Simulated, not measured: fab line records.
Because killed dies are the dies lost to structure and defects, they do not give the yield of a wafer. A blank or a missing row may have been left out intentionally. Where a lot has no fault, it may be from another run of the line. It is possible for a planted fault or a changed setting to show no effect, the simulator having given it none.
fab line records	flow sky130
record: lots: 5	wafers: 15	last-day: 49
route steps=708 shown NWELL@58
lots with no fault: from the same line, run without faults
start-h: hours from the record's first day to the start of the lot's first wafer shown	wait-h: hours from the lot's prior step to this one	" unchanged from the row above	L1.1+2: a row that stands for several wafers	- no value present, or no start provided	* or withheld: withheld	< > ~ a bound
route shown NAME@n: a module of which the file shows steps, and the number in the route of the first	usual: mean/standard deviation taken from wafers without a fault	same: alike in all rows	chamber/n: place in a boat	sites: each site's reading	_std_site: the values' standard deviation	_edge_site: outer sites' mean less inner sites'	radius-mm: how far each site lies from the wafer's centre	mask NAME#n: copy n	behind: the tool/chamber that last shaped the wafer	hold: cause of the lot's hold/its duration in hours/its outcome	device: transistor that didn't switch, given as n, p or np	end of line: tests of these same wafers at the route's end	a step with no rows: only its recipe	killed: the dies lost at the first sort to structure and to defects; this is not the yield of the wafer	map: dies across one wafer; x = killed, . = not, _ = none there
set.NAME: the setting that was run; set.NAME@STEP: the one run at that earlier step	model.NAME: the simulator's own value behind a step, which no gauge read
lots seen at some steps along the route; tables by step, rows by wafer
services: a tool's chamber out of use, with start hour (start-h, from the record's first day; less than 0 if before it), hours out, and reason
== steps ==
step: SKY_NWELL_COAT_05
recipe: spin-rpm: 2000	resist-thk-nm: 3000
usual: chill-plate-temp-C: 23.01/0.096	dispense-pressure-kPa: 48.6/2	spin-speed-rpm: 1999.9/1.6
lot.wafer	tool	chamber	start-h	wait-h	chill-plate-temp-C	dispense-pressure-kPa	spin-speed-rpm
L075.4	litho-track-04	0	80.77	0.1	22.78	50.4	1998.3
L075.5	"	0	"	"	22.99	50.4	2001.0
L075.6	"	0	"	"	23.08	50.4	2000.9
L083.4	litho-track-04	0	127.76	0.1	23.16	50.4	2000.9
L083.5	"	0	"	"	23.06	50.4	2001.4
L083.6	"	0	"	"	23.25	50.4	2000.5
L090.2	litho-track-03	0	171.27	0.1	22.95	46.5	2000.2
L090.3	"	0	"	"	22.87	46.5	1998.6
L090.4	"	0	"	"	23.12	46.5	2001.3
L092.3	litho-track-03	0	183.89	0.1	23.01	46.5	2000.4
L092.4	"	0	"	"	23.01	46.5	2001.4
L092.5	"	0	"	"	23.05	46.5	2001.5
L093.3	litho-track-03	0	186.64	0.1	22.89	46.5	2001.5
L093.5	"	0	"	"	22.99	46.5	2004.1
L093.6	"	0	"	"	23.05	46.5	2002.0
step: SKY_NWELL_SOFTBAKE_06
recipe: temp-c: 110	time-s: withheld
usual: chill-plate-temp-C: 23.02/0.1
lot.wafer	tool	chamber	start-h	wait-h	chill-plate-temp-C
L075.4	litho-track-04	0	80.94	0.1	23.17
L075.5	"	0	"	"	23.07
L075.6	"	0	"	"	23.01
L083.4	litho-track-04	0	127.94	0.1	23.06
L083.5	"	0	"	"	23.00
L083.6	"	0	"	"	22.88
L090.2	litho-track-03	0	171.42	0.1	23.07
L090.3	"	0	"	"	23.17
L090.4	"	0	"	"	22.94
L092.3	litho-track-03	0	184.06	0.1	23.08
L092.4	"	0	"	"	23.03
L092.5	"	0	"	"	23.11
L093.3	litho-track-03	0	186.81	0.1	22.97
L093.5	"	0	"	"	22.94
L093.6	"	0	"	"	23.02
step: SKY_NWELL_EXPOSE_07
recipe: mask-id: NWM	na: 0.6	source-shape: conventional	sigma-outer: 0.6	polarization: unpolarized	target-cd-nm: 840	dose-mj: 255
usual: focus-offset-nm: 0.1/0.51
same: na: 0.6
lot.wafer	tool	chamber	start-h	wait-h	mask	focus-offset-nm
L075.4	iline-stepper-01	0	-	-	NWM#0	-0.2
L075.5	"	0	"	"	NWM#0	0.5
L075.6	"	0	"	"	NWM#0	1.1
L083.4	iline-stepper-01	0	-	-	NWM#0	-0.1
L083.5	"	0	"	"	NWM#0	0.7
L083.6	"	0	"	"	NWM#0	0.4
L090.2	iline-stepper-01	0	-	-	NWM#0	-0.4
L090.3	"	0	"	"	NWM#0	0.0
L090.4	"	0	"	"	NWM#0	-0.1
L092.3	iline-stepper-01	0	-	-	NWM#0	-0.1
L092.4	"	0	"	"	NWM#0	-0.5
L092.5	"	0	"	"	NWM#0	-0.4
L093.3	iline-stepper-02	0	-	-	NWM#0	-0.3
L093.5	"	0	"	"	NWM#0	1.6
L093.6	"	0	"	"	NWM#0	-0.4
step: SKY_NWELL_PEB_08
recipe: temp-c: 115	time-s: withheld
usual: chill-plate-temp-C: 23.00/0.11
lot.wafer	tool	chamber	start-h	wait-h	chill-plate-temp-C
L075.4	litho-track-01	0	-	-	22.93
L075.5	"	0	"	"	22.97
L075.6	"	0	"	"	22.75
L083.4	litho-track-01	0	-	-	22.93
L083.5	"	0	"	"	22.84
L083.6	"	0	"	"	22.87
L090.2	litho-track-01	0	-	-	22.78
L090.3	"	0	"	"	22.80
L090.4	"	0	"	"	22.85
L092.3	litho-track-04	0	-	-	22.96
L092.4	"	0	"	"	23.13
L092.5	"	0	"	"	23.04
L093.3	litho-track-04	0	-	-	23.03
L093.5	"	0	"	"	23.00
L093.6	"	0	"	"	22.97
step: SKY_NWELL_DEVELOP_09
recipe: wall-angle-deg: 90	developer: TMAH	develop-time-s: 60	dev-temp-c: 23
usual: chill-plate-temp-C: 23.01/0.12
lot.wafer	tool	chamber	start-h	wait-h	chill-plate-temp-C
L075.4	litho-track-01	0	-	-	22.92
L075.5	"	0	"	"	23.00
L075.6	"	0	"	"	22.78
L083.4	litho-track-01	0	-	-	23.10
L083.5	"	0	"	"	23.15
L083.6	"	0	"	"	23.05
L090.2	litho-track-01	0	-	-	23.06
L090.3	"	0	"	"	23.03
L090.4	"	0	"	"	23.06
L092.3	litho-track-04	0	-	-	23.11
L092.4	"	0	"	"	23.17
L092.5	"	0	"	"	22.98
L093.3	litho-track-04	0	-	-	23.13
L093.5	"	0	"	"	23.00
L093.6	"	0	"	"	23.09
step: SKY_NWELL_OVL_MEAS_10
usual: NWELL_00_OVL: 1.0/1.6
lot.wafer	tool	chamber	start-h	wait-h	NWELL_00_OVL[nm]
L075.4	overlay-02	-	93.16	-	-0.9
L075.5	"	-	"	"	-2.1
L075.6	"	-	"	"	0.2
L083.4	overlay-02	-	136.93	-	-0.7
L083.5	"	-	"	"	-0.7
L083.6	"	-	"	"	-1.0
L090.2	overlay-02	-	181.57	-	-0.7
L090.3	"	-	"	"	0.1
L090.4	"	-	"	"	-1.3
L092.3	overlay-02	-	195.15	-	0.5
L092.4	"	-	"	"	1.3
L092.5	"	-	"	"	0.0
L093.3	overlay-02	-	200.54	-	1.1
L093.5	"	-	"	"	0.9
L093.6	"	-	"	"	1.9
step: SKY_NWELL_IMPLANT_11
recipe: species: P	energy-kev: 395.3	dose-cm2: 1.9e+13	tilt-deg: withheld
usual: beam-energy-keV: 395.27/0.12	dose-ions-cm2: 1.8995e+13/2e+10
same: implant-ion-amu: 31
lot.wafer	tool	chamber	start-h	wait-h	beam-energy-keV	dose-ions-cm2
L075.4	implanter-04	0	93.25	0.1	395.32	1.9014e+13
L075.5	"	0	"	"	395.21	1.9e+13
L075.6	"	0	"	"	395.24	1.902e+13
L083.4	implanter-01	0	137.02	0.1	395.28	1.9015e+13
L083.5	"	0	"	"	395.19	1.9003e+13
L083.6	"	0	"	"	395.24	1.9015e+13
L090.2	implanter-04	0	181.62	0.0	395.18	1.8991e+13
L090.3	"	0	"	"	395.35	1.899e+13
L090.4	"	0	"	"	395.34	1.8968e+13
L092.3	implanter-04	0	195.23	0.1	395.54	1.9007e+13
L092.4	"	0	"	"	395.30	1.9002e+13
L092.5	"	0	"	"	395.35	1.9008e+13
L093.3	implanter-04	0	200.62	0.1	395.20	1.9024e+13
L093.5	"	0	"	"	395.16	1.8995e+13
L093.6	"	0	"	"	395.08	1.9002e+13
step: SKY_NWELL_IMPLANT_12
recipe: species: P	energy-kev: 120	dose-cm2: 1.3e+12	tilt-deg: withheld
usual: beam-energy-keV: 120.01/0.037	dose-ions-cm2: 1.3e+12/1.4e+09
same: implant-ion-amu: 31
lot.wafer	tool	chamber	start-h	wait-h	beam-energy-keV	dose-ions-cm2
L075.4	implanter-04	0	93.40	0.1	120.02	1.2983e+12
L075.5	"	0	"	"	119.95	1.2995e+12
L075.6	"	0	"	"	120.02	1.3005e+12
L083.4	implanter-01	0	137.17	0.1	119.96	1.3012e+12
L083.5	"	0	"	"	119.98	1.3034e+12
L083.6	"	0	"	"	120.02	1.2996e+12
L090.2	implanter-04	0	181.77	0.1	119.93	1.299e+12
L090.3	"	0	"	"	119.97	1.2989e+12
L090.4	"	0	"	"	119.99	1.2987e+12
L092.3	implanter-04	0	195.38	0.1	120.06	1.302e+12
L092.4	"	0	"	"	120.04	1.3024e+12
L092.5	"	0	"	"	119.99	1.3018e+12
L093.3	implanter-04	0	200.77	0.1	119.97	1.3009e+12
L093.5	"	0	"	"	120.00	1.3004e+12
L093.6	"	0	"	"	119.94	1.2988e+12
step: SKY_NWELL_IMPLANT_13
recipe: species: P	energy-kev: 50	dose-cm2: 7e+11	tilt-deg: withheld
usual: beam-energy-keV: 50.004/0.017	dose-ions-cm2: 7.002e+11/7.3e+08
same: implant-ion-amu: 31
lot.wafer	tool	chamber	start-h	wait-h	beam-energy-keV	dose-ions-cm2
L075.4	implanter-04	0	93.55	0.1	50.030	7e+11
L075.5	"	0	"	"	50.034	6.996e+11
L075.6	"	0	"	"	50.016	6.999e+11
L083.4	implanter-01	0	137.32	0.1	50.007	7.017e+11
L083.5	"	0	"	"	50.006	7.004e+11
L083.6	"	0	"	"	49.989	7.007e+11
L090.2	implanter-04	0	181.92	0.1	50.006	7.01e+11
L090.3	"	0	"	"	49.995	7.01e+11
L090.4	"	0	"	"	50.012	7.015e+11
L092.3	implanter-04	0	195.53	0.1	50.006	7e+11
L092.4	"	0	"	"	49.998	7.007e+11
L092.5	"	0	"	"	49.969	7.001e+11
L093.3	implanter-04	0	200.92	0.1	49.968	7.003e+11
L093.5	"	0	"	"	49.986	6.996e+11
L093.6	"	0	"	"	49.988	6.994e+11
step: SKY_NWELL_STRIP_14
recipe: chemistry: O2/N2	power-w: 1400	pressure-mtorr: 1500	platen-temp-c: withheld	o2-flow-sccm: 3000	n2-flow-sccm: 300	overash-fraction: 0.5
usual: drypump-motor-current-A: 5.7/0.53	oes-product-au: 0.722/0.0043	strip-time-to-endpoint-s: 36.93/0.1
same: overash-fraction: 0.5
lot.wafer	tool	chamber	start-h	wait-h	drypump-motor-current-A	oes-product-au	rf-hours-counter-h	strip-time-to-endpoint-s
L075.4	plasma-asher-04	0	93.66	0.1	5.2	0.721	-	36.93
L075.5	"	0	"	"	5.1	0.720	-	36.99
L075.6	"	1	"	"	6.4	0.727	-	36.91
L083.4	plasma-asher-04	1	137.43	0.1	6.5	0.724	-	36.98
L083.5	"	0	"	"	5.2	0.718	-	36.85
L083.6	"	1	"	"	6.5	0.729	-	36.92
L090.2	plasma-asher-02	0	182.05	0.1	5.9	0.711	6	37.00
L090.3	"	0	"	"	5.9	0.719	-	36.90
L090.4	"	1	"	"	5.9	0.721	-	36.99
L092.3	plasma-asher-01	0	195.66	0.1	5.5	0.723	-	37.04
L092.4	"	1	"	"	5.2	0.718	-	36.99
L092.5	"	1	"	"	5.2	0.729	-	37.00
L093.3	plasma-asher-02	0	201.11	0.2	5.9	0.723	-	37.02
L093.5	"	0	"	"	5.9	0.726	-	37.00
L093.6	"	1	"	"	5.9	0.720	-	36.92
step: SKY_NWELL_TW_MEAS_15
usual: NWELL_TW: 1823/17
lot.wafer	tool	chamber	start-h	wait-h	NWELL_TW
L075.4	film-metro-01	-	93.76	0.1	1825
L075.5	"	-	"	"	1829
L075.6	"	-	"	"	1828
L083.4	film-metro-01	-	137.53	0.1	1840
L083.5	"	-	"	"	1850
L083.6	"	-	"	"	1837
L090.2	film-metro-02	-	182.16	0.1	1833
L090.3	"	-	"	"	1828
L090.4	"	-	"	"	1836
L092.3	film-metro-02	-	195.75	0.1	1827
L092.4	"	-	"	"	1825
L092.5	"	-	"	"	1824
L093.3	film-metro-01	-	201.19	0.1	1829
L093.5	"	-	"	"	1833
L093.6	"	-	"	"	1841
step: SKY_NWELL_DEHYDRATE_16
recipe: temp-c: 200	time-s: 60
usual: chill-plate-temp-C: 22.98/0.11
lot.wafer	tool	chamber	start-h	wait-h	chill-plate-temp-C
L075.4	litho-track-04	0	100.87	7.1	23.03
L075.5	"	0	"	"	23.18
L075.6	"	0	"	"	23.11
L083.4	litho-track-04	0	147.26	9.7	22.79
L083.5	"	0	"	"	22.87
L083.6	"	0	"	"	23.15
L090.2	litho-track-04	0	192.31	10.1	22.92
L090.3	"	0	"	"	23.06
L090.4	"	0	"	"	23.13
L092.3	litho-track-01	0	205.06	9.3	23.06
L092.4	"	0	"	"	23.04
L092.5	"	0	"	"	22.96
L093.3	litho-track-03	0	210.24	9.0	23.05
L093.5	"	0	"	"	23.01
L093.6	"	0	"	"	22.84
step: SKY_NWELL_HMDS_17
recipe: prime-time-s: 60	prime-temp-c: 120
usual: chill-plate-temp-C: 22.98/0.11
same: prime-time-s: 60
lot.wafer	tool	chamber	start-h	wait-h	chill-plate-temp-C
L075.4	litho-track-04	0	101.02	0.1	23.03
L075.5	"	0	"	"	23.11
L075.6	"	0	"	"	23.13
L083.4	litho-track-04	0	147.41	0.1	22.95
L083.5	"	0	"	"	22.96
L083.6	"	0	"	"	22.97
L090.2	litho-track-04	0	192.46	0.1	23.00
L090.3	"	0	"	"	22.98
L090.4	"	0	"	"	23.07
L092.3	litho-track-01	0	205.21	0.1	23.02
L092.4	"	0	"	"	22.77
L092.5	"	0	"	"	22.98
L093.3	litho-track-03	0	210.39	0.1	23.22
L093.5	"	0	"	"	22.98
L093.6	"	0	"	"	23.06
step: SKY_NWELL_COAT_18
recipe: spin-rpm: 2000	resist-thk-nm: 3000
usual: chill-plate-temp-C: 23.00/0.11	dispense-pressure-kPa: 49.6/1.6	spin-speed-rpm: 2000.2/1.4
lot.wafer	tool	chamber	start-h	wait-h	chill-plate-temp-C	dispense-pressure-kPa	spin-speed-rpm
L075.4	litho-track-04	0	101.17	0.1	23.15	50.4	1998.9
L075.5	"	0	"	"	22.89	50.4	2001.7
L075.6	"	0	"	"	23.07	50.4	2001.0
L083.4	litho-track-04	0	147.56	0.1	23.06	50.4	1998.7
L083.5	"	0	"	"	23.15	50.4	1999.4
L083.6	"	0	"	"	23.08	50.4	1999.0
L090.2	litho-track-04	0	192.61	0.1	23.11	50.4	2001.5
L090.3	"	0	"	"	23.21	50.4	2002.6
L090.4	"	0	"	"	23.01	50.3	2002.1
L092.3	litho-track-01	0	205.36	0.1	22.92	50.5	2000.0
L092.4	"	0	"	"	23.02	50.5	1998.7
L092.5	"	0	"	"	23.01	50.5	1998.3
L093.3	litho-track-03	0	210.54	0.1	23.06	46.5	1999.9
L093.5	"	0	"	"	23.00	46.5	2000.1
L093.6	"	0	"	"	23.07	46.5	1999.0
step: SKY_NWELL_SOFTBAKE_19
recipe: temp-c: 110	time-s: withheld
usual: chill-plate-temp-C: 23.01/0.11
lot.wafer	tool	chamber	start-h	wait-h	chill-plate-temp-C
L075.4	litho-track-04	0	101.34	0.1	22.89
L075.5	"	0	"	"	22.85
L075.6	"	0	"	"	22.82
L083.4	litho-track-04	0	147.74	0.1	23.02
L083.5	"	0	"	"	23.19
L083.6	"	0	"	"	23.17
L090.2	litho-track-04	0	192.77	0.1	22.94
L090.3	"	0	"	"	23.12
L090.4	"	0	"	"	22.95
L092.3	litho-track-01	0	205.53	0.1	22.87
L092.4	"	0	"	"	22.86
L092.5	"	0	"	"	23.00
L093.3	litho-track-03	0	210.71	0.1	23.29
L093.5	"	0	"	"	23.04
L093.6	"	0	"	"	22.95
step: SKY_NWELL_EXPOSE_20
recipe: mask-id: NWM_COMPLEMENT	na: 0.6	source-shape: conventional	sigma-outer: 0.6	polarization: unpolarized	target-cd-nm: 840	dose-mj: 260
usual: focus-offset-nm: -0.1/0.51
same: na: 0.6
lot.wafer	tool	chamber	start-h	wait-h	mask	focus-offset-nm
L075.4	iline-stepper-01	0	-	-	NWM_COMPLEMENT#0	-0.1
L075.5	"	0	"	"	NWM_COMPLEMENT#0	-0.4
L075.6	"	0	"	"	NWM_COMPLEMENT#0	-0.3
L083.4	iline-stepper-01	0	-	-	NWM_COMPLEMENT#0	0.4
L083.5	"	0	"	"	NWM_COMPLEMENT#0	-0.6
L083.6	"	0	"	"	NWM_COMPLEMENT#0	-0.6
L090.2	iline-stepper-02	0	-	-	NWM_COMPLEMENT#0	-0.6
L090.3	"	0	"	"	NWM_COMPLEMENT#0	-0.6
L090.4	"	0	"	"	NWM_COMPLEMENT#0	0.3
L092.3	iline-stepper-02	0	-	-	NWM_COMPLEMENT#0	0.1
L092.4	"	0	"	"	NWM_COMPLEMENT#0	-0.5
L092.5	"	0	"	"	NWM_COMPLEMENT#0	-0.7
L093.3	iline-stepper-02	0	-	-	NWM_COMPLEMENT#0	-1.1
L093.5	"	0	"	"	NWM_COMPLEMENT#0	-1.0
L093.6	"	0	"	"	NWM_COMPLEMENT#0	-0.5
step: SKY_NWELL_PEB_21
recipe: temp-c: 115	time-s: withheld
usual: chill-plate-temp-C: 23.01/0.11
lot.wafer	tool	chamber	start-h	wait-h	chill-plate-temp-C
L075.4	litho-track-04	0	-	-	22.90
L075.5	"	0	"	"	22.99
L075.6	"	0	"	"	22.95
L083.4	litho-track-01	0	-	-	23.05
L083.5	"	0	"	"	23.00
L083.6	"	0	"	"	23.09
L090.2	litho-track-01	0	-	-	23.22
L090.3	"	0	"	"	23.00
L090.4	"	0	"	"	23.11
L092.3	litho-track-01	0	-	-	22.92
L092.4	"	0	"	"	22.77
L092.5	"	0	"	"	22.82
L093.3	litho-track-04	0	-	-	23.14
L093.5	"	0	"	"	22.98
L093.6	"	0	"	"	23.13
step: SKY_NWELL_DEVELOP_22
recipe: wall-angle-deg: 90	developer: TMAH	develop-time-s: 60	dev-temp-c: 23
usual: chill-plate-temp-C: 22.99/0.098
lot.wafer	tool	chamber	start-h	wait-h	chill-plate-temp-C
L075.4	litho-track-04	0	-	-	23.22
L075.5	"	0	"	"	23.10
L075.6	"	0	"	"	23.03
L083.4	litho-track-01	0	-	-	22.86
L083.5	"	0	"	"	22.83
L083.6	"	0	"	"	23.18
L090.2	litho-track-01	0	-	-	22.97
L090.3	"	0	"	"	22.84
L090.4	"	0	"	"	22.82
L092.3	litho-track-01	0	-	-	22.85
L092.4	"	0	"	"	22.91
L092.5	"	0	"	"	23.15
L093.3	litho-track-04	0	-	-	23.17
L093.5	"	0	"	"	23.12
L093.6	"	0	"	"	23.11
step: SKY_NWELL_OVL_MEAS_23
usual: NWELL_01_OVL: 1.0/1.4
lot.wafer	tool	chamber	start-h	wait-h	NWELL_01_OVL[nm]
L075.4	overlay-02	-	110.26	-	3.2
L075.5	"	-	"	"	2.4
L075.6	"	-	"	"	2.7
L083.4	overlay-02	-	157.68	-	1.6
L083.5	"	-	"	"	0.8
L083.6	"	-	"	"	0.3
L090.2	overlay-02	-	204.06	-	0.9
L090.3	"	-	"	"	1.0
L090.4	"	-	"	"	0.8
L092.3	overlay-02	-	215.97	-	1.0
L092.4	"	-	"	"	0.8
L092.5	"	-	"	"	1.6
L093.3	overlay-02	-	221.51	-	1.8
L093.5	"	-	"	"	0.5
L093.6	"	-	"	"	0.0
step: SKY_NWELL_IMPLANT_24
recipe: species: B	energy-kev: 140	dose-cm2: 9.2e+12	tilt-deg: withheld
usual: beam-energy-keV: 139.99/0.047	dose-ions-cm2: 9.2e+12/9e+09
same: implant-ion-amu: 11
lot.wafer	tool	chamber	start-h	wait-h	beam-energy-keV	dose-ions-cm2
L075.4	implanter-04	0	110.35	0.1	139.96	9.195e+12
L075.5	"	0	"	"	140.04	9.191e+12
L075.6	"	0	"	"	140.00	9.189e+12
L083.4	implanter-02	0	157.77	0.1	140.04	9.206e+12
L083.5	"	0	"	"	139.98	9.213e+12
L083.6	"	0	"	"	140.00	9.2e+12
L090.2	implanter-02	0	204.11	0.0	139.96	9.196e+12
L090.3	"	0	"	"	140.03	9.21e+12
L090.4	"	0	"	"	140.04	9.195e+12
L092.3	implanter-01	0	216.05	0.1	140.02	9.188e+12
L092.4	"	0	"	"	140.01	9.191e+12
L092.5	"	0	"	"	140.02	9.201e+12
L093.3	implanter-02	0	221.58	0.1	139.98	9.209e+12
L093.5	"	0	"	"	139.90	9.208e+12
L093.6	"	0	"	"	139.94	9.21e+12
step: SKY_NWELL_STRIP_25
recipe: chemistry: O2/N2	power-w: 1400	pressure-mtorr: 1500	platen-temp-c: withheld	o2-flow-sccm: 3000	n2-flow-sccm: 300	overash-fraction: 0.5
usual: drypump-motor-current-A: 5.7/0.48	oes-product-au: 0.722/0.0044	strip-time-to-endpoint-s: 36.87/0.1
same: overash-fraction: 0.5
lot.wafer	tool	chamber	start-h	wait-h	drypump-motor-current-A	oes-product-au	rf-hours-counter-h	strip-time-to-endpoint-s
L075.4	plasma-asher-04	0	110.46	0.1	5.2	0.725	-	36.91
L075.5	"	1	"	"	6.5	0.720	-	36.98
L075.6	"	0	"	"	5.1	0.727	-	36.94
L083.4	plasma-asher-02	1	157.88	0.1	5.9	0.720	-	36.87
L083.5	"	1	"	"	5.9	0.724	-	36.80
L083.6	"	0	"	"	5.9	0.721	-	37.11
L090.2	plasma-asher-01	1	204.24	0.1	5.1	0.725	43	36.81
L090.3	"	0	"	"	5.5	0.734	-	36.95
L090.4	"	1	"	"	5.2	0.715	-	36.90
L092.3	plasma-asher-02	1	216.18	0.1	5.9	0.718	-	36.97
L092.4	"	0	"	"	5.9	0.726	-	36.84
L092.5	"	0	"	"	5.9	0.720	-	36.92
L093.3	plasma-asher-04	0	221.72	0.1	5.2	0.724	-	36.90
L093.5	"	1	"	"	6.4	0.718	-	36.94
L093.6	"	0	"	"	5.2	0.718	-	37.04
step: SKY_NWELL_TW_MEAS_26
usual: NWELL_2_TW: 497/4.9
lot.wafer	tool	chamber	start-h	wait-h	NWELL_2_TW
L075.4	film-metro-02	-	110.56	0.1	502
L075.5	"	-	"	"	502
L075.6	"	-	"	"	503
L083.4	film-metro-02	-	157.98	0.1	502
L083.5	"	-	"	"	502
L083.6	"	-	"	"	502
L090.2	film-metro-03	-	204.35	0.1	492
L090.3	"	-	"	"	492
L090.4	"	-	"	"	492
L092.3	film-metro-02	-	216.27	0.1	501
L092.4	"	-	"	"	501
L092.5	"	-	"	"	502
L093.3	film-metro-01	-	221.83	0.1	499
L093.5	"	-	"	"	504
L093.6	"	-	"	"	498
== services ==
tool	chamber	start-h	hours	kind
plasma-asher-02	-	70.23	7.0	pm
implanter-01	-	77.14	3.6	repair
plasma-asher-04	-	84.45	1.4	repair
iline-stepper-01	-	90.25	1.7	pm
plasma-asher-02	-	108.75	9.0	pm
plasma-asher-02	0	108.75	9.0	vent-cycle
plasma-asher-02	1	108.75	9.0	vent-cycle
plasma-asher-02	0	117.75	-	clean
plasma-asher-02	1	117.75	-	clean
plasma-asher-04	-	131.09	0.3	repair
implanter-02	-	136.20	16.9	pm
implanter-01	-	156.72	1.7	repair
implanter-04	-	158.88	4.1	pm
plasma-asher-02	-	193.56	0.6	repair
plasma-asher-04	-	201.56	1.4	repair
plasma-asher-04	-	205.25	5.7	repair
== key ==
fault none
